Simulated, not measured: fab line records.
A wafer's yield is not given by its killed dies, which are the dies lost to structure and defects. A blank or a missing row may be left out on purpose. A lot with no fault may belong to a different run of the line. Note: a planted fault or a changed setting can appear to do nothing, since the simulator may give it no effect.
A lot that was struck, set against a sound lot || flow sky130 || 44 steps out of a route of 708
Sound: the wafers L285.1, L285.4, L285.6. Struck: wafer L297.2; the same lot's L297.1 was not struck, so it is left out; see the end for the cause.
Per side, at each step with rows, come the tool, then ch with its chambers, and then its first start. Under that, the readings that differ: sound wafers || struck wafers || difference of the means || sigmas: that difference in standard deviations of wafers without a fault.
alike: a reading whose means differ by less than 2 such deviations, as well as words and numbers matching on both sides. not compared: withheld readings; readings where some wafer has no value; bounds like >300 that might hide an equal value; numbers whose values overlap and for which the record gives no deviation.
Wherever a step has rows on one side only, a row that says differs or no value, or a row with sigmas, the two part there. Numbers that don't overlap but have no deviation are shown without sigmas and don't part them. A reading missing from all wafers of one side parts the sides only when that side holds two or more wafers.

first, 3 steps without rows for these wafers: SKY_VIA2_CLEAN_18 (cleans in IPA, time 180 s); SKY_VIA2_CLEAN_19 (cleans in O3/DIW); SKY_VIA2_SPUTTER_20 (material TiN, target thk 20 nm, time 80 s).
SKY_VIA2_CVD_21: deposits W, target thk 420 nm, time 126.4 s.
  sound on cvd-w-02 ch 0,1, day 38 13:56; struck on cvd-w-02 ch 1, day 42 10:31
  alike: heater-power-w
SKY_VIA2_RS_MEAS_22: uses a four-point probe to measure.
  sound on film-metro-01 at day 38 14:04; struck on film-metro-03 at day 42 10:39
  alike: VIA2_W_RS
SKY_VIA2_THK_MEAS_23: measures by xrf.
  sound on film-metro-01 at day 38 14:11; struck on film-metro-03 at day 42 10:46
{"reading": "VIA2_W_THK (nm)", "sound": "408 401 407", "struck": 392, "difference": -13, "sigmas": -3}
SKY_VIA2_CMP_24: polishes, stops on SiO2, t overpolish 20 s, target thk 0 nm.
  sound on cmp-02 ch 2,3, day 38 14:14; struck on cmp-02 ch 1, day 42 10:50
  alike: edge-zone-pressure-frac, motor-current-A, overpolish-run-s, slurry-flow-ml-min, time-to-endpoint-s
then, 2 steps without rows for these wafers: SKY_METAL3_SPUTTER_00 (material Ti, target thk 15 nm, time 10 s); SKY_METAL3_SPUTTER_01 (material TiN, target thk 20 nm, time 16.7 s).
SKY_METAL3_SPUTTER_02: material AlCu, target thk 735 nm, time 39.1 s.
  sound on pvd-sputter-01 at day 38 14:35; struck on pvd-sputter-02 at day 42 11:11
  alike: throttle-valve-pct
then, 2 steps without rows for these wafers: SKY_METAL3_SPUTTER_03 (material Ti, target thk 5 nm, time 3.3 s); SKY_METAL3_SPUTTER_04 (material TiN, target thk 70 nm, time 58.3 s).
SKY_CAPM_CVD_00: deposits SiO2, target thk 15.5 nm.
  sound on pecvd-04 ch 0,1, day 38 14:41; struck on pecvd-04 ch 2, day 42 11:17
{"reading": "model.SiO2_of_CAPM_CVD_00.thk-nm (nm)", "sound": "15.35 15.65 15.58", "struck": 16.22, "difference": "+0.69", "sigmas": ""}
  alike: heater-power-w
SKY_CAPM_THK_MEAS_01:
  sound on film-metro-04 at day 38 14:43; struck on film-metro-04 at day 42 11:19
{"reading": "CAPM_CVD_00_THK (nm)", "sound": "15.41 15.61 15.59", "struck": 16.18, "difference": "+0.64", "sigmas": "+3"}
SKY_CAPM_SPUTTER_02: material TiN, target thk 200 nm, time 166.7 s.
  sound on pvd-sputter-03 at day 38 14:47; struck on pvd-sputter-03 at day 42 11:22
  alike: throttle-valve-pct
SKY_CAPM_RS_MEAS_03: uses a four-point probe to measure.
  sound on film-metro-01 at day 38 14:53; struck on film-metro-02 at day 42 11:29
  alike: CAPM_TIN_RS
SKY_CAPM_THK_MEAS_04: measures by xrf.
  sound on film-metro-01 at day 38 15:00; struck on film-metro-02 at day 42 11:36
  alike: CAPM_TIN_THK
then, 7 steps without rows for these wafers: SKY_CAPM_DEHYDRATE_05 (time 60 s); SKY_CAPM_HMDS_06 (prime time 60 s); SKY_CAPM_COAT_07 (resist thk 1140 nm); SKY_CAPM_SOFTBAKE_08 (time 60 s); SKY_CAPM_EXPOSE_09 (exposes mask CAPM, target cd 1000 nm); SKY_CAPM_PEB_10; SKY_CAPM_DEVELOP_11 (develop time 60 s).
SKY_CAPM_OVL_MEAS_12:
  sound on overlay-01 at day 39 15:46; struck on overlay-01 at day 43 10:26
{"reading": "CAPM_OVL (nm)", "sound": "-0.1 -1.3 -2.0", "struck": 2.2, "difference": "+3.3", "sigmas": "+3"}
then, 13 steps without rows for these wafers: SKY_CAPM_METAL_ETCH_13 (etches TiN in Cl2/BCl3, stops on SiO2, target depth 220 nm, time 62.9 s); SKY_CAPM_STRIP_14 (strips in O2/N2); SKY_CAPM_STRIP_15 (strips in post etch residue remover, time 1200 s); SKY_CAPM_CLEAN_16 (cleans in IPA, time 180 s); SKY_CAPM_CLEAN_17 (cleans in O3/DIW); SKY_METAL3_DEHYDRATE_05 (time 60 s); SKY_METAL3_HMDS_06 (prime time 60 s); SKY_METAL3_COAT_07 (resist thk 60 nm); SKY_METAL3_COAT_08 (resist thk 1140 nm); SKY_METAL3_SOFTBAKE_09 (time 90 s); SKY_METAL3_EXPOSE_10 (exposes mask MM3, target cd 300 nm); SKY_METAL3_PEB_11; SKY_METAL3_DEVELOP_12 (develop time 60 s).
SKY_METAL3_CD_MEAS_13: the cd target is 300 nm.
  sound on cd-sem-02 at day 40 16:54; struck on cd-sem-02 at day 44 09:29
  alike: cd-nm
SKY_METAL3_OVL_MEAS_14:
  sound on overlay-02 at day 40 17:01; struck on overlay-01 at day 44 09:36
  alike: METAL3_OVL
then, 1 step without rows for these wafers: SKY_METAL3_DESCUM_15 (chemistry O2, time 8 s).
SKY_METAL3_ETCH_16: etches BARC in N2/H2, stops on SiO2, time 88.2 s, target depth 60 nm.
  sound on rie-metal-04 ch 0,1, day 40 17:05; struck on rie-metal-03 ch 0, day 44 09:40
  alike: drypump-motor-current-A, n2-flow-sccm, oes-product-au, throttle-valve-pct
  not compared: rf-hours-counter-h
SKY_METAL3_ETCH_17: etches SiO2 in C4F8/O2/Ar, stops on TiN, time 3.9 s, target depth 15 nm.
  sound on rie-diel-01 ch 0,2,3, day 40 17:11; struck on rie-diel-02 ch 2, day 44 09:46
{"reading": "oes-product-au (a.u.)", "sound": "0.754 0.755 0.757", "struck": 0.777, "difference": "+0.022", "sigmas": "+3"}
{"reading": "model.etch.depth-nm (nm)", "sound": "15.35 15.65 15.58", "struck": 16.22, "difference": "+0.69", "sigmas": ""}
  not compared: rf-hours-counter-h
-- the record jumps here: 6 days lie between the struck wafers' starts before and after (it left off in module METAL3 and takes up again in module PAD_OPEN, whose first step shown is number 708 of the route) --
SKY_PAD_OPEN_PROBE_99:
  sound on prober-01 at day 47 13:18; struck on prober-01 at day 50 09:53
{"reading": "model.etest.cap-mim.c-ff-um2", "sound": "2.354 2.315 2.336", "struck": 2.242, "difference": -0.093, "sigmas": ""}
  alike: defect-limited-yield, killed_at_M0_to_M3, killed_at_M4_up, killed-at-contacts, killed-at-front-end, killed-at-other, killed-dies, killed-open, killed-short, sort_bin_3_pad_short, sort_bin_5_function, sort_bin_6_memory, sort-n-pass, sort-yield-pct

WHERE THEY PART
Earliest at SKY_VIA2_THK_MEAS_23; latest, in this record, at SKY_METAL3_ETCH_17. Later steps at which nothing parts them and some readings are alike: SKY_PAD_OPEN_PROBE_99.

WHY: what the simulator had put in
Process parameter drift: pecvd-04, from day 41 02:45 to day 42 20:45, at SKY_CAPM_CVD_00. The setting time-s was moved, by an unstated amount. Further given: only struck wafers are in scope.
